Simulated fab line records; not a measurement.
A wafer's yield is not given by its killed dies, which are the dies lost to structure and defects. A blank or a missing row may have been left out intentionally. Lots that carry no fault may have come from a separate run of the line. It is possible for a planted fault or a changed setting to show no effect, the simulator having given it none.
The tool behind it: which one?	flow sfq_line	39 wafers from 13 lots sampled at 4 of the route's 325 steps

WHAT THE GAUGES READ, wafer by wafer
SFQ_L0_RS_MEAS_901: measures by four-point-probe.
lot	measured	on	L0_MONX_KI_RS (ohm/sq)
L927	day 1 12:35	film_metro-02	43.8 44.0 43.8
L929	day 1 22:34	film_metro-02	44.3 44.5 44.0
L931	day 2 08:35	film_metro-04	43.6 43.9 44.2
L932	day 2 13:36	film_metro-01	43.9 43.5 44.1
L933	day 2 18:34	film_metro-01	43.6 43.8 43.8
L934	day 2 23:35	film_metro-04	43.7 43.7 44.0
L936	day 3 09:34	film_metro-02	44.0 44.1 43.8
L937	day 3 14:36	film_metro-02	44.1 43.3 43.7
L944	day 5 01:34	film_metro-01	44.2 44.2 44.0
L947	day 5 16:34	film_metro-02	43.8 43.4 43.3
L948	day 5 21:34	film_metro-01	43.2 42.9 43.0
L949	day 6 02:36	film_metro-01	43.4 43.7 43.8
L950	day 6 07:34	film_metro-01	43.8 43.9 44.0

SFQ_M1_RS_MEAS_909: measures by four-point-probe.
lot	measured	on	M1_NB_RS (ohm/sq)
L927	day 10 16:38	film_metro-03	0.891 0.895 0.897
L929	day 11 11:49	film_metro-03	0.887 0.894 0.892
L931	day 12 02:14	film_metro-01	0.885 0.883 0.891
L932	day 12 07:04	film_metro-01	0.902 0.897 0.900
L933	day 12 09:25	film_metro-03	0.882 0.884 0.882
L934	day 12 15:26	film_metro-02	0.905 0.896 0.894
L936	day 12 23:49	film_metro-03	0.863 0.869 0.874
L937	day 13 09:32	film_metro-02	0.903 0.902 0.897
L944	day 15 07:52	film_metro-02	0.905 0.940 0.909
L947	day 16 11:16	film_metro-02	0.885 0.885 0.892
L948	day 16 14:57	film_metro-02	0.896 0.890 0.897
L949	day 16 23:20	film_metro-01	0.909 0.894 0.911
L950	day 17 01:41	film_metro-02	0.901 0.905 0.912

EACH LOT AND THE TOOL THAT RAN IT (in order: tool; ch and the chambers of the sampled wafers; start)
lot	SFQ_TRILAYER_L0_VIA_STRIP_STRIP_017	SFQ_TRILAYER_M1_DEP_SPUTTER_037
L927	rie_metal-01 ch 0, day 3 20:11	pvd_sputter-05, day 10 16:32
L929	rie_metal-02 ch 0,1, day 4 02:56	pvd_sputter-06, day 11 11:44
L931	rie_metal-03 ch 0,1, day 4 20:56	pvd_sputter-06, day 12 02:08
L932	rie_metal-03 ch 0,1, day 5 01:56	pvd_sputter-03, day 12 06:56
L933	rie_metal-01 ch 0,1, day 5 02:56	pvd_sputter-05, day 12 09:20
L934	rie_metal-01 ch 0,1, day 5 07:44	pvd_sputter-03, day 12 15:20
L936	rie_metal-01 ch 0,1, day 5 16:08	pvd_sputter-06, day 12 23:44
L937	rie_metal-01 ch 0,1, day 5 19:56	pvd_sputter-06, day 13 09:25
L944	rie_metal-01 ch 0,1, day 7 02:59	pvd_sputter-06, day 15 07:47
L947	rie_metal-02 ch 1, day 7 20:59	pvd_sputter-03, day 16 11:11
L948	rie_metal-01 ch 0,1, day 8 00:35	pvd_sputter-03, day 16 14:52
L949	rie_metal-01 ch 1, day 8 05:35	pvd_sputter-03, day 16 23:12
L950	rie_metal-02 ch 0,1, day 8 07:47	pvd_sputter-05, day 17 01:36
- SFQ_TRILAYER_L0_VIA_STRIP_STRIP_017: strips in O2.
- SFQ_TRILAYER_M1_DEP_SPUTTER_037: material Nb, target thk 200 nm, time 133.3 s.

AS READ BY THE TOOLS THEMSELVES (means over the sampled wafers that have a number; for cases with no such wafer, the mark the record gives instead)
SFQ_TRILAYER_L0_VIA_STRIP_STRIP_017.
lot	tool	drypump_motor_current_A (A)	he_backside_leak_sccm (sccm)	oes_product_au (a.u.)
L927	rie_metal-01	5.4	3.33	1.011
L929	rie_metal-02	5.6	3.18	1.002
L931	rie_metal-03	6.0	3.37	0.991
L932	rie_metal-03	5.5	3.36	0.996
L933	rie_metal-01	5.3	3.28	1.003
L934	rie_metal-01	5.4	3.34	1.005
L936	rie_metal-01	5.4	3.34	1.002
L937	rie_metal-01	5.4	3.16	1.003
L944	rie_metal-01	5.4	3.35	1.004
L947	rie_metal-02	5.7	3.15	0.991
L948	rie_metal-01	5.4	3.28	1.003
L949	rie_metal-01	5.4	3.29	1.002
L950	rie_metal-02	5.6	3.38	0.992

SFQ_TRILAYER_M1_DEP_SPUTTER_037.
lot	tool	throttle_valve_pct (%)
L927	pvd_sputter-05	29.7
L929	pvd_sputter-06	30.6
L931	pvd_sputter-06	30.9
L932	pvd_sputter-03	30.3
L933	pvd_sputter-05	30.4
L934	pvd_sputter-03	30.8
L936	pvd_sputter-06	30.3
L937	pvd_sputter-06	30.4
L944	pvd_sputter-06	29.1
L947	pvd_sputter-03	30.4
L948	pvd_sputter-03	29.0
L949	pvd_sputter-03	28.3
L950	pvd_sputter-05	30.1

THE ANSWER, worked out from the rows above alone
Rule: what is usual is taken from the lots themselves. Put in order of their means at a reading, lots are off if they are a third of the lots or fewer, leave a main group of 4 or more, and stand apart from it by a gap of 3 or more times the standard deviation of the main group's means; of several such gaps the widest counts. Not used: any main group whose means are identical at the precision the tables above print for the reading. A lot without any number at a reading at which 4 lots or more have one is off too. The other lots that the step has rows for count as sound. Order of review: gauges by route order, followed by the tools' own readings, for which a lot's mean as printed above is used. At the first step where some lot is off, the reading lying furthest off is the one used; lots without a number count as furthest.
Nothing can be told from this: no lot is off at any reading shown.

WHAT HAD BEEN PUT IN BY THE SIMULATOR
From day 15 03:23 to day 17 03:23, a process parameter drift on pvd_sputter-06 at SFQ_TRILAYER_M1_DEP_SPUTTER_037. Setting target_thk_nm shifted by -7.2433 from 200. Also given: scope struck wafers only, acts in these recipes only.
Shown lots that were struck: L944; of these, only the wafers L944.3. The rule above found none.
